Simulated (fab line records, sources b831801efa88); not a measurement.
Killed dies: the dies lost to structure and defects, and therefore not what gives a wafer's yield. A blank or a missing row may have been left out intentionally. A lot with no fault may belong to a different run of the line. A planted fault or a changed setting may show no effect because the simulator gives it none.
fab line records	flow sky130
record: lots: 12	wafers: 36	last-day: 50
route steps=708 shown DNWELL@43 SONOS_ONO@169 GATE_OXIDE@188 RES_PROTECT@214
lots that met no fault: taken from a fault-free run of the same line
start-h: hours from the record's first day to the start of the lot's first wafer shown	wait-h: hours since the lot's step before	" as in the row above	L1.1+2: one row covering several wafers at once	- either no value or no given start	* or withheld: withheld	< > ~ a bound
route shown NAME@n: names a module that has steps shown in the file, with the first one's number in the route	usual: mean/standard deviation taken from wafers without a fault	same: alike in all rows	chamber/n: place in a boat	sites: the reading at each site	_std_site: standard deviation across them	_edge_site: the outer-site mean with the inner-site mean subtracted	radius-mm: how far each site lies from the wafer's centre	mask NAME#n: copy n	behind: tool/chamber where the wafer was last shaped	hold: what put the lot on hold/how long, in hours/how the hold closed	device: the transistor (n, p or np) that didn't switch	end of line: tests of these same wafers at the route's end	for a step that has no rows: nothing shown but its recipe	killed: dies that structure and defects cost at the first sort, which is not the same as the wafer's yield	map: per-die view of a wafer (x killed, . not killed, _ where there is no die)
set.NAME: the setting as run; set.NAME@STEP: as run at that earlier step	model.NAME: the simulator's own value behind a step, which no gauge read
steps of the route over a sample of lots; a table a step, a row a wafer
services: the hour from which a tool's chamber was out of use, counted from the record's first day as start-h (under 0 if before that day), plus the number of hours and why
== steps ==
step: SKY_DNWELL_STRIP_08
recipe: chemistry: O2/N2	power-w: 1400	pressure-mtorr: 1500	platen-temp-c: withheld	o2-flow-sccm: 3000	n2-flow-sccm: 300	overash-fraction: 0.5
usual: drypump-motor-current-A: 5.5/0.42	oes-product-au: 0.722/0.0049	strip-time-to-endpoint-s: 36.89/0.1
lot.wafer	tool	chamber	start-h	wait-h	drypump-motor-current-A	oes-product-au	rf-hours-counter-h	strip-time-to-endpoint-s
L423.1	plasma-asher-03	1	60.08	0.1	5.0	0.722	38	37.08
L423.2	"	0	"	"	4.8	0.724	38	37.16
L423.6	"	0	"	"	4.8	0.718	-	37.03
L424.1	plasma-asher-04	0	61.92	0.1	5.6	0.720	38	36.80
L424.3	"	1	"	"	5.7	0.723	-	36.87
L424.5	"	0	"	"	5.6	0.731	-	36.81
L425.2	plasma-asher-04	1	66.62	0.1	5.7	0.719	39	36.84
L425.4	"	0	"	"	5.6	0.727	-	36.76
L425.5	"	1	"	"	5.7	0.721	-	36.76
L426.1	plasma-asher-03	0	72.42	0.1	4.8	0.712	39	37.02
L426.3	"	1	"	"	5.0	0.719	-	36.92
L426.5	"	0	"	"	4.8	0.720	-	36.95
L429.2	plasma-asher-02	1	90.38	0.1	5.5	0.724	42	36.90
L429.4	"	1	"	"	5.5	0.730	-	36.85
L429.5	"	0	"	"	6.1	0.717	-	36.87
L433.1	plasma-asher-04	1	114.12	0.1	5.7	0.714	43	36.86
L433.3	"	1	"	"	5.7	0.731	-	36.86
L433.6	"	0	"	"	5.6	0.716	-	36.89
L434.1	plasma-asher-03	1	119.43	0.1	5.0	0.730	0	36.99
L434.2	"	0	"	"	4.8	0.723	0	37.05
L434.6	"	1	"	"	5.0	0.728	-	36.99
L439.2	plasma-asher-02	0	145.48	0.1	6.1	0.723	47	36.80
L439.3	"	0	"	"	6.1	0.725	-	36.81
L439.6	"	0	"	"	6.1	0.719	-	36.65
L441.1	plasma-asher-02	1	156.72	0.1	5.5	0.715	48	36.84
L441.4	"	0	"	"	6.1	0.722	-	36.98
L441.5	"	1	"	"	5.5	0.718	-	36.76
L443.1	plasma-asher-02	1	164.43	0.1	5.5	0.710	49	36.94
L443.5	"	1	"	"	5.5	0.730	-	36.82
L443.6	"	0	"	"	6.1	0.724	-	36.94
L444.2	plasma-asher-02	0	170.83	0.1	6.1	0.724	50	36.62
L444.4	"	1	"	"	5.4	0.723	-	36.74
L444.6	"	0	"	"	6.1	0.724	-	36.76
L445.3	plasma-asher-02	1	193.80	0.1	5.5	0.725	-	36.91
L445.4	"	0	"	"	6.1	0.730	-	36.81
L445.5	"	0	"	"	6.1	0.727	-	36.90
step: SKY_SONOS_ONO_THK_MEAS_01
recipe: reads: SiO2_of_SONOS_ONO_OXIDATION_00
usual: SONOS_ONO_OXIDATION_THK: 2.39/0.054
lot.wafer	tool	chamber	start-h	wait-h	SONOS_ONO_OXIDATION_THK[nm]
L423.1	film-metro-01	-	260.79	0.0	2.35
L423.2	"	-	"	"	2.42
L423.6	"	-	"	"	2.38
L424.1	film-metro-03	-	260.79	0.0	2.35
L424.3	"	-	"	"	2.43
L424.5	"	-	"	"	2.44
L426.1	film-metro-03	-	270.51	0.0	2.46
L426.3	"	-	"	"	2.50
L426.5	"	-	"	"	2.46
L425.2	film-metro-01	-	270.52	0.0	2.42
L425.4	"	-	"	"	2.43
L425.5	"	-	"	"	2.45
L429.2	film-metro-03	-	300.27	0.0	2.43
L429.4	"	-	"	"	2.44
L429.5	"	-	"	"	2.41
L433.1	film-metro-01	-	332.58	0.0	2.44
L433.3	"	-	"	"	2.47
L433.6	"	-	"	"	2.48
L434.1	film-metro-01	-	339.95	0.0	2.29
L434.2	"	-	"	"	2.33
L434.6	"	-	"	"	2.36
L439.2	film-metro-01	-	381.48	0.0	2.31
L439.3	"	-	"	"	2.37
L439.6	"	-	"	"	2.34
L441.1	film-metro-04	-	396.31	0.0	2.48
L441.4	"	-	"	"	2.48
L441.5	"	-	"	"	2.44
L443.1	film-metro-04	-	407.87	0.0	2.42
L443.5	"	-	"	"	2.38
L443.6	"	-	"	"	2.37
L444.2	film-metro-04	-	415.67	0.0	2.39
L444.4	"	-	"	"	2.38
L444.6	"	-	"	"	2.33
L445.3	film-metro-04	-	449.42	0.0	2.38
L445.4	"	-	"	"	2.37
L445.5	"	-	"	"	2.33
step: SKY_GATE_OXIDE_OXIDATION_01
recipe: temp-c: 900	ambient: O2	stabilise-s: 600	purge-s: 300	target-thk-a: 102.68	ox-time-s: 1473
lot.wafer	tool	chamber	start-h	wait-h
L423.1+2+6	furnace-01	0	291.50	1.3
L424.1+3+5	furnace-01	0	291.50	1.1
L425.2+4+5	furnace-02	0	300.66	1.0
L426.1+3+5	furnace-02	0	300.66	1.8
L429.2+4+5	furnace-02	0	330.03	0.2
L433.1+3+6	furnace-02	0	362.71	0.5
L434.1+2+6	furnace-02	0	371.94	0.3
L439.2+3+6	furnace-01	0	418.57	2.8
L441.1+4+5	furnace-01	0	436.72	6.4
L443.1+5+6	furnace-02	0	444.65	2.9
L444.2+4+6	furnace-02	0	461.37	1.2
L445.3+4+5	furnace-01	0	482.92	0.0
step: SKY_GATE_OXIDE_THK_MEAS_02
recipe: reads: SiO2_of_GATE_OXIDE_OXIDATION_01
usual: GATE_OXIDE_OXIDATION_00_THK: 10.34/0.18
lot.wafer	tool	chamber	start-h	wait-h	hold	GATE_OXIDE_OXIDATION_00_THK[nm]
L423.1	film-metro-01	-	292.91	0.0	-	10.32
L423.2	"	-	"	"	-	10.48
L423.6	"	-	"	"	-	10.56
L424.1	film-metro-02	-	292.97	0.1	-	10.65
L424.3	"	-	"	"	-	10.52
L424.5	"	-	"	"	-	10.72
L426.1	film-metro-02	-	302.07	0.0	-	10.26
L426.3	"	-	"	"	-	10.37
L426.5	"	-	"	"	-	10.54
L425.2	film-metro-01	-	302.10	0.0	-	10.42
L425.4	"	-	"	"	-	10.40
L425.5	"	-	"	"	-	10.39
L429.2	film-metro-02	-	331.45	0.0	-	10.56
L429.4	"	-	"	"	-	10.40
L429.5	"	-	"	"	-	10.47
L433.1	film-metro-01	-	364.12	0.0	await-dispo/0.2h/release	11.94
L433.3	"	-	"	"	await-dispo/0.2h/release	11.91
L433.6	"	-	"	"	await-dispo/0.2h/release	11.80
L433.1	film-metro-01	-	364.34	0.2	-	11.98
L433.3	"	-	"	"	-	11.86
L433.6	"	-	"	"	-	11.80
L434.1	film-metro-02	-	373.35	0.0	await-dispo/0.2h/release	11.92
L434.2	"	-	"	"	await-dispo/0.2h/release	11.76
L434.6	"	-	"	"	await-dispo/0.2h/release	11.75
L434.1	film-metro-02	-	373.58	0.2	-	11.92
L434.2	"	-	"	"	-	11.81
L434.6	"	-	"	"	-	11.79
L439.2	film-metro-01	-	419.98	0.0	-	10.33
L439.3	"	-	"	"	-	10.61
L439.6	"	-	"	"	-	10.46
L441.1	film-metro-04	-	438.13	0.0	-	10.28
L441.4	"	-	"	"	-	10.25
L441.5	"	-	"	"	-	10.29
L443.1	film-metro-01	-	446.06	0.0	-	10.22
L443.5	"	-	"	"	-	10.21
L443.6	"	-	"	"	-	10.10
L444.2	film-metro-04	-	462.79	0.0	-	10.31
L444.4	"	-	"	"	-	10.16
L444.6	"	-	"	"	-	10.48
L445.3	film-metro-04	-	484.35	0.0	-	10.25
L445.4	"	-	"	"	-	10.24
L445.5	"	-	"	"	-	10.13
step: SKY_RES_PROTECT_STRIP_07
recipe: chemistry: O2/N2	power-w: 1400	pressure-mtorr: 1500	platen-temp-c: withheld	o2-flow-sccm: 3000	n2-flow-sccm: 300	overash-fraction: 0.5
usual: drypump-motor-current-A: 5.6/0.45	oes-product-au: 0.519/0.0044	strip-time-to-endpoint-s: 23.26/0.042
lot.wafer	tool	chamber	start-h	wait-h	drypump-motor-current-A	oes-product-au	rf-hours-counter-h	strip-time-to-endpoint-s
L423.1	plasma-asher-02	1	348.07	0.1	5.5	0.522	67	23.33
L423.2	"	0	"	"	6.0	0.514	67	23.29
L423.6	"	0	"	"	6.1	0.510	-	23.31
L424.1	plasma-asher-01	0	349.63	0.1	6.0	0.521	52	23.25
L424.3	"	0	"	"	6.0	0.521	-	23.25
L424.5	"	1	"	"	5.7	0.520	-	23.31
L426.1	plasma-asher-01	0	358.28	0.1	6.0	0.524	53	23.26
L426.3	"	0	"	"	6.0	0.514	-	23.24
L426.5	"	0	"	"	6.0	0.523	-	23.26
L425.2	plasma-asher-01	0	359.72	0.1	6.0	0.516	53	23.22
L425.4	"	1	"	"	5.8	0.518	-	23.19
L425.5	"	0	"	"	6.0	0.517	-	23.26
L429.2	plasma-asher-03	1	390.98	0.1	5.0	0.520	26	23.27
L429.4	"	0	"	"	4.9	0.521	-	23.28
L429.5	"	0	"	"	4.9	0.516	-	23.30
L433.1	plasma-asher-01	1	425.93	0.1	5.7	0.521	60	23.23
L433.3	"	0	"	"	6.0	0.510	-	23.26
L433.6	"	0	"	"	6.0	0.522	-	23.24
L434.1	plasma-asher-02	0	434.35	0.1	6.1	0.517	0	23.21
L434.2	"	1	"	"	5.5	0.512	0	23.23
L434.6	"	0	"	"	6.1	0.522	-	23.20
L439.2	plasma-asher-01	1	485.17	0.1	5.7	0.521	66	23.35
L439.3	"	1	"	"	5.8	0.524	-	23.33
L439.6	"	0	"	"	6.0	0.521	-	23.33
L441.1	plasma-asher-01	0	500.87	0.1	6.0	0.527	67	23.28
L441.4	"	0	"	"	6.0	0.526	-	23.32
L441.5	"	0	"	"	6.0	0.521	-	23.29
L443.1	plasma-asher-03	1	511.82	0.1	5.0	0.519	38	23.27
L443.5	"	1	"	"	5.0	0.523	-	23.20
L443.6	"	0	"	"	4.8	0.515	-	23.24
L444.2	plasma-asher-03	1	526.67	0.1	5.0	0.526	39	23.20
L444.4	"	0	"	"	4.8	0.516	-	23.23
L444.6	"	0	"	"	4.8	0.517	-	23.20
L445.3	plasma-asher-01	1	546.86	0.1	5.7	0.520	-	23.21
L445.4	"	0	"	"	6.0	0.520	-	23.23
L445.5	"	0	"	"	6.0	0.517	-	23.27
== services ==
tool	chamber	start-h	hours	kind
furnace-02	-	62.87	1.8	pm
furnace-02	-	83.78	4.2	pm
plasma-asher-03	-	99.39	1.2	repair
plasma-asher-03	-	101.93	5.0	repair
plasma-asher-03	-	108.75	9.0	pm
plasma-asher-03	-	151.18	2.8	pm
plasma-asher-02	-	151.88	0.8	repair
furnace-02	-	159.38	8.3	repair
plasma-asher-02	-	167.08	0.9	repair
plasma-asher-03	-	171.04	0.9	repair
furnace-02	-	176.07	5.2	pm
furnace-02	-	198.94	75.6	pm
plasma-asher-01	-	262.23	5.1	repair
plasma-asher-03	-	273.48	0.4	repair
furnace-02	-	277.24	3.5	pm
plasma-asher-01	-	321.18	0.5	repair
plasma-asher-03	-	367.90	11.1	repair
plasma-asher-03	-	408.41	2.9	repair
furnace-02	-	414.31	24.8	pm
plasma-asher-02	-	421.33	9.0	pm
furnace-02	-	439.09	3.0	pm
furnace-02	-	451.07	3.6	pm
plasma-asher-01	-	452.02	1.7	repair
plasma-asher-02	-	470.03	14.6	pm
== key ==
first-sign: step: SKY_GATE_OXIDE_THK_MEAS_02	reading: visit	direction: added
effect: step: SKY_GATE_OXIDE_THK_MEAS_02	reading: GATE_OXIDE_OXIDATION_00_THK	direction: up	sigmas: 8.3	usual: 10.34	struck: 11.85
met-at SKY_GATE_OXIDE_OXIDATION_01
struck-lots L433,L434
tester-left-out L433,L434
not-acting-at SKY_DNWELL_STRIP_08,SKY_SONOS_ONO_THK_MEAS_01,SKY_RES_PROTECT_STRIP_07
onset-between 330.03 362.71
fault: kind: process-parameter-drift	tool: furnace-02	chamber: -	onset-h: 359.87	steps: SKY_GATE_OXIDE_OXIDATION_01	channel: ox-time-s	offset: *	shape: step	end-h: 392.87	acts-in: *	stated: *
tester-left-out: of these lots the tester's yield and bins aren't shown, on N5 and GAA mostly nor the transistor test; their killed dies are dies lost to structure and defects alone, not to doping, threshold or leakage, so they don't give the yield
